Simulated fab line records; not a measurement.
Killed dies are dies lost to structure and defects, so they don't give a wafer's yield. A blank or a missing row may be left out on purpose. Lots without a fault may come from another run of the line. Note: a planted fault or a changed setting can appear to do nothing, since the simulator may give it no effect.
Chamber matching ; flow gf180mcu ; GF_V3_CMP_26 on cmp-01 has 4 sister chambers
The step polishes, stops on SiO2, t overpolish 15 s, target thk 0 nm. 20 wafers are shown with their chamber, then 10 later ones without.

## WAFERS WITH THEIR CHAMBER
wafer;chamber;motor current A (A);time to endpoint s (s);overpolish run s (s)
L075.2;0;10.7;87;15.008
L075.3;3;11.3;85;14.985
L075.4;1;9.8;85;15.017
L076.1;2;9.8;90;14.991
L076.2;1;9.9;85;15.008
L076.3;0;10.1;90;15.022
L077.1;2;10.4;90;15.021
L077.3;3;11.6;84;14.997
L077.5;2;9.9;85;15.004
L083.1;0;10.2;85;15.009
L083.3;1;9.5;84;15.007
L083.6;1;9.7;83;14.986
L087.2;0;10.0;94;14.985
L087.3;2;10.0;89;14.999
L087.5;3;11.5;95;15.000
L089.1;2;9.9;88;14.990
L089.2;1;10.1;88;14.996
L089.6;3;12.0;88;14.982
L089.3;3;12.1;93;14.991
L089.4;0;10.5;87;14.997

SIGNATURES, as means of the wafers listed above
reading;chamber 0;chamber 1;chamber 2;chamber 3;scatter within a chamber
motor current A;10.300;9.800;10.000;11.700;0.276
time to endpoint s;88.60;85.00;88.40;89.00;3.3
overpolish run s;15.00420;15.00280;15.00100;14.99100;0.0118
Rule: for a wafer and a chamber, the distance is found by dividing, reading by reading, the gap between the wafer's reading and the chamber's mean by the reading's scatter, squaring, summing and taking the root. If the next closest chamber is less than 2 further off than the closest, the wafer can't be placed; otherwise it belongs to the closest. How the scatter is found: for the shown wafers, subtract from each reading the mean of its chamber, square and add these, divide the total by (wafers less chambers), then take the root.

## WAFERS WITHOUT THEIR CHAMBER
wafer;motor current A (A);time to endpoint s (s);overpolish run s (s)
L089.5;10.0;88;14.997
L090.1;11.7;92;14.992
L090.3;10.0;86;15.000
L090.6;11.4;89;15.002
L090.2;10.3;89;14.989
L090.4;10.1;87;14.999
L090.5;9.8;85;14.997
L094.1;10.8;89;14.993
L094.3;11.3;86;15.002
L094.4;10.1;88;14.989

## THE CHAMBER EACH PASSED THROUGH
wafer;from the rows above;in truth
L089.5;can't be placed: 2 or 0 or 1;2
L090.1;3;3
L090.3;can't be placed: 2 or 1 or 0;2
L090.6;3;3
L090.2;can't be placed: 0 or 2 or 1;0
L090.4;can't be placed: 2 or 0 or 1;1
L090.5;can't be placed: 1 or 2 or 0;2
L094.1;can't be placed: 0 or 2 or 3 or 1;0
L094.3;can't be placed: 3 or 0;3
L094.4;can't be placed: 2 or 0 or 1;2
2 of 10 placed correctly. From these rows, 8 cannot be placed; in 8 the true chamber is one of the candidates. Wrongly placed: 0.
